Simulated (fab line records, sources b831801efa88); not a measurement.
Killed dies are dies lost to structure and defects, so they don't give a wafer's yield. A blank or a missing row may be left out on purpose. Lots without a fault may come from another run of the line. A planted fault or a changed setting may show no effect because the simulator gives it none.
fab line records | flow sky130
record lots=13 wafers=39 last_day=50
route steps=708 shown FIELD_ISO@17 SONOS_ONO@182 GATE_OXIDE@187
lots that met no fault: from a run of the same line without faults
start_h: hours from the record's first day to the start of the lot's first wafer shown | wait_h: hours since the lot's step before | " the same as in the row above | L1.1+2: a row that stands for several wafers | - no value, or no start given | * or withheld: withheld | < > ~ a bound
route shown NAME@n: a module of which the file shows steps, and the number in the route of the first | usual: mean/standard deviation of fault-free wafers | same: alike in all rows | chamber/n: place in a boat | sites: the reading at each site | _std_site: their standard deviation | _edge_site: outer sites' mean less inner sites' | radius_mm: how far each site lies from the wafer's centre | mask NAME#n: copy n | behind: the tool/chamber that last shaped the wafer | hold: why the lot was held/for how many hours/how that ended | device: the transistor (n, p or np) that didn't switch | end of line: the same wafers' tests at the end of the route | a step without rows: its recipe alone | killed: dies lost to structure and defects at the first sort, not the wafer's yield | map: a wafer's dies, x killed, . not, _ none there
set.NAME: the setting as run; set.NAME@STEP: as run at that earlier step | model.NAME: the simulator's own value behind a step, which no gauge read
steps of the route over a sample of lots; a table a step, a row a wafer
services: from which hour (start_h, from the record's first day; less than 0 if before it) a tool's chamber was out of use, for how many hours, and why
## steps
# step SKY_FIELD_ISO_STRIP_16
# recipe chemistry=O2/N2 power_w=1400 pressure_mtorr=1500 platen_temp_c=withheld o2_flow_sccm=3000 n2_flow_sccm=300 overash_fraction=0.5
# usual chamber_pressure_mTorr=1500.0/1.4 drypump_motor_current_A=5.8/0.51 oes_product_au=0.379/0.0049 strip_time_to_endpoint_s=3.57/0.031
# columns lot.wafer tool chamber start_h wait_h chamber_pressure_mTorr drypump_motor_current_A oes_product_au rf_hours_counter_h strip_time_to_endpoint_s
L268.1 plasma_asher-01 0 29.60 0.0 1499.6 5.3 0.379 35 3.53
L268.3 " 1 " " 1499.4 6.1 0.380 - 3.53
L268.6 " 0 " " 1502.0 5.4 0.375 - 3.54
L269.1 plasma_asher-04 0 36.05 0.0 1498.8 5.3 0.378 31 3.58
L269.3 " 1 " " 1498.9 6.4 0.374 - 3.59
L269.6 " 0 " " 1500.4 5.3 0.374 - 3.56
L270.1 plasma_asher-02 0 41.75 0.0 1500.5 5.3 0.381 27 3.58
L270.3 " 1 " " 1498.2 6.3 0.380 - 3.62
L270.4 " 0 " " 1497.4 5.3 0.374 - 3.59
L273.3 plasma_asher-04 0 56.17 0.1 1501.4 5.3 0.375 - 3.52
L273.4 " 1 " " 1498.3 6.4 0.372 - 3.52
L273.5 " 1 " " 1499.6 6.4 0.383 - 3.53
L274.2 plasma_asher-01 0 59.35 0.0 1499.5 5.4 0.381 38 3.57
L274.3 " 1 " " 1499.2 6.1 0.390 - 3.57
L274.4 " 0 " " 1499.2 5.4 0.379 - 3.59
L276.1 plasma_asher-02 0 70.62 0.0 1499.2 5.3 0.375 29 3.60
L276.2 " 1 " " 1499.2 6.3 0.382 29 3.54
L276.3 " 1 " " 1501.4 6.4 0.384 - 3.56
L277.3 plasma_asher-02 0 75.69 0.1 1500.5 5.3 0.382 - 3.61
L277.4 " 1 " " 1499.0 6.3 0.375 - 3.59
L277.5 " 1 " " 1498.3 6.3 0.378 - 3.59
L278.4 plasma_asher-02 1 80.09 0.1 1501.3 6.4 0.367 - 3.57
L278.5 " 0 " " 1500.9 5.4 0.382 - 3.57
L278.6 " 1 " " 1500.5 6.4 0.375 - 3.58
L280.3 plasma_asher-02 0 93.32 0.1 1498.0 5.3 0.385 - 3.54
L280.4 " 1 " " 1500.7 6.3 0.367 - 3.62
L280.6 " 1 " " 1502.0 6.4 0.364 - 3.55
L283.3 plasma_asher-01 0 109.68 0.1 1498.0 5.4 0.379 - 3.57
L283.4 " 1 " " 1499.1 6.1 0.381 - 3.56
L283.5 " 1 " " 1500.2 6.1 0.384 - 3.59
L284.1 plasma_asher-02 1 111.40 0.0 1497.7 6.3 0.372 33 3.56
L284.2 " 0 " " 1501.4 5.3 0.375 33 3.57
L284.3 " 0 " " 1500.4 5.3 0.377 - 3.52
L290.1 plasma_asher-02 1 143.59 0.0 1498.3 6.3 0.377 37 3.53
L290.5 " 1 " " 1499.1 6.3 0.384 - 3.59
L290.6 " 0 " " 1498.7 5.3 0.386 - 3.56
L291.3 plasma_asher-04 0 150.62 0.1 1501.9 5.3 0.372 - 3.51
L291.4 " 1 " " 1499.2 6.4 0.381 - 3.54
L291.6 " 0 " " 1502.1 5.3 0.385 - 3.50
# step SKY_SONOS_ONO_OVL_MEAS_14
# usual SONOS_ONO_OVL=0.2/1.3
# columns lot.wafer tool chamber start_h wait_h SONOS_ONO_OVL[nm]
L268.1 overlay-02 - 278.82 0.1 0.4
L268.3 " - " " 1.1
L268.6 " - " " 2.3
L269.1 overlay-01 - 286.27 0.1 0.8
L269.3 " - " " 0.0
L269.6 " - " " -0.9
L270.1 overlay-02 - 292.42 0.1 -1.2
L270.3 " - " " 1.1
L270.4 " - " " 1.0
L273.3 overlay-02 - 321.30 0.1 -0.1
L273.4 " - " " -1.7
L273.5 " - " " -1.1
L274.2 overlay-02 - 335.00 0.1 1.1
L274.3 " - " " 1.6
L274.4 " - " " 1.0
L276.1 overlay-02 - 344.99 0.1 -1.6
L276.2 " - " " -2.1
L276.3 " - " " -2.2
L277.3 overlay-01 - 349.98 0.1 1.5
L277.4 " - " " 1.6
L277.5 " - " " 1.8
L278.4 overlay-01 - 359.41 0.1 0.7
L278.5 " - " " -0.7
L278.6 " - " " -1.7
L280.3 overlay-01 - 390.28 0.1 1.2
L280.4 " - " " 3.4
L280.6 " - " " 2.4
L284.1 overlay-02 - 418.35 0.1 2.1
L284.2 " - " " -2.1
L284.3 " - " " 2.5
L283.3 overlay-02 - 418.93 0.1 -0.6
L283.4 " - " " -0.2
L283.5 " - " " 0.6
L290.1 overlay-01 - 463.80 0.1 1.0
L290.5 " - " " 0.8
L290.6 " - " " -0.1
L291.3 overlay-02 - 470.22 0.1 2.4
L291.4 " - " " 2.6
L291.6 " - " " 1.7
# step SKY_GATE_OXIDE_CLEAN_00
# recipe chemistry=SC1/SC2 mix=1:4:20 temp_c=70 time_s=150 dry=n2_spin
# usual run_length_s=179/3.8
# columns lot.wafer tool chamber start_h wait_h run_length_s
L268.1 wet_bench-02 2 279.13 0.0 183
L268.3 " 2 " " 183
L268.6 " 2 " " 183
L269.1 wet_bench-02 0 286.57 0.0 178
L269.3 " 0 " " 178
L269.6 " 0 " " 178
L270.1 wet_bench-04 0 292.73 0.0 183
L270.3 " 0 " " 183
L270.4 " 0 " " 183
L273.3 wet_bench-04 0 321.59 0.0 184
L273.4 " 0 " " 184
L273.5 " 0 " " 184
L274.2 wet_bench-02 0 335.29 0.0 177
L274.3 " 0 " " 177
L274.4 " 0 " " 177
L276.1 wet_bench-01 1 345.30 0.0 174
L276.2 " 1 " " 174
L276.3 " 1 " " 174
L277.3 wet_bench-02 3 350.27 0.0 175
L277.4 " 3 " " 175
L277.5 " 3 " " 175
L278.4 wet_bench-02 1 359.70 0.0 78
L278.5 " 1 " " 78
L278.6 " 1 " " 78
L280.3 wet_bench-02 1 390.57 0.0 70
L280.4 " 1 " " 70
L280.6 " 1 " " 70
L284.1 wet_bench-01 3 418.66 0.0 181
L284.2 " 3 " " 181
L284.3 " 3 " " 181
L283.3 wet_bench-04 1 419.22 0.0 176
L283.4 " 1 " " 176
L283.5 " 1 " " 176
L290.1 wet_bench-01 0 464.10 0.0 182
L290.5 " 0 " " 182
L290.6 " 0 " " 182
L291.3 wet_bench-01 1 470.50 0.0 175
L291.4 " 1 " " 175
L291.6 " 1 " " 175
# step SKY_GATE_OXIDE_TW_MEAS_14
# usual GATE_OXIDE_TW=224/4.2
# columns lot.wafer tool chamber start_h wait_h GATE_OXIDE_TW
L268.1 film_metro-04 - 306.56 0.1 226
L268.3 " - " " 224
L268.6 " - " " 225
L269.1 film_metro-04 - 314.06 0.1 225
L269.3 " - " " 224
L269.6 " - " " 225
L270.1 film_metro-01 - 320.71 0.1 218
L270.3 " - " " 219
L270.4 " - " " 219
L273.3 film_metro-03 - 351.46 0.1 229
L273.4 " - " " 228
L273.5 " - " " 228
L274.2 film_metro-03 - 365.27 0.1 228
L274.3 " - " " 229
L274.4 " - " " 228
L276.1 film_metro-01 - 378.51 0.1 220
L276.2 " - " " 220
L276.3 " - " " 221
L277.3 film_metro-03 - 387.58 0.1 227
L277.4 " - " " 228
L277.5 " - " " 229
L278.4 film_metro-04 - 393.36 0.1 225
L278.5 " - " " 223
L278.6 " - " " 224
L280.3 film_metro-01 - 427.81 0.1 218
L280.4 " - " " 218
L280.6 " - " " 217
L284.1 film_metro-01 - 452.76 0.1 218
L284.2 " - " " 217
L284.3 " - " " 219
L283.3 film_metro-01 - 453.08 0.1 217
L283.4 " - " " 217
L283.5 " - " " 217
L290.1 film_metro-01 - 497.16 0.1 216
L290.5 " - " " 217
L290.6 " - " " 217
L291.3 film_metro-03 - 503.31 0.1 229
L291.4 " - " " 229
L291.6 " - " " 228
## services
# columns tool chamber start_h hours kind
plasma_asher-01 - 13.25 2.8 pm
wet_bench-01 - 80.43 4.4 pm
plasma_asher-04 - 98.52 3.2 repair
plasma_asher-02 - 115.57 2.8 pm
plasma_asher-02 - 246.71 0.5 repair
plasma_asher-04 - 271.50 13.8 repair
plasma_asher-02 - 330.31 2.3 repair
plasma_asher-01 - 370.61 1.4 repair
plasma_asher-02 - 379.06 1.5 repair
wet_bench-04 - 410.42 6.9 repair
plasma_asher-01 - 421.29 9.0 pm
plasma_asher-01 0 421.29 9.0 vent_cycle
plasma_asher-01 1 421.29 9.0 vent_cycle
plasma_asher-01 0 430.29 - clean
plasma_asher-01 1 430.29 - clean
plasma_asher-02 - 455.62 10.8 repair
## key
first_sign step=SKY_GATE_OXIDE_CLEAN_00 reading=run_length_s direction=down sigmas=28 usual=* struck=*
effect none on later readings
met_at SKY_GATE_OXIDE_CLEAN_00
struck_lots L278,L280
tester_left_out L278,L280
not_acting_at SKY_FIELD_ISO_STRIP_16,SKY_SONOS_ONO_OVL_MEAS_14,SKY_GATE_OXIDE_TW_MEAS_14
onset_between 350.27 359.70
fault kind=process_parameter_drift tool=wet_bench-02 chamber=- onset_h=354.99 steps=SKY_GATE_OXIDE_CLEAN_00 channel=time_s offset=* shape=step end_h=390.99 acts_in=* stated=*
# tester_left_out: of these lots the tester's yield and bins aren't shown, on N5 and GAA mostly nor the transistor test; their killed dies are dies lost to structure and defects alone, not to doping, threshold or leakage, so they don't give the yield
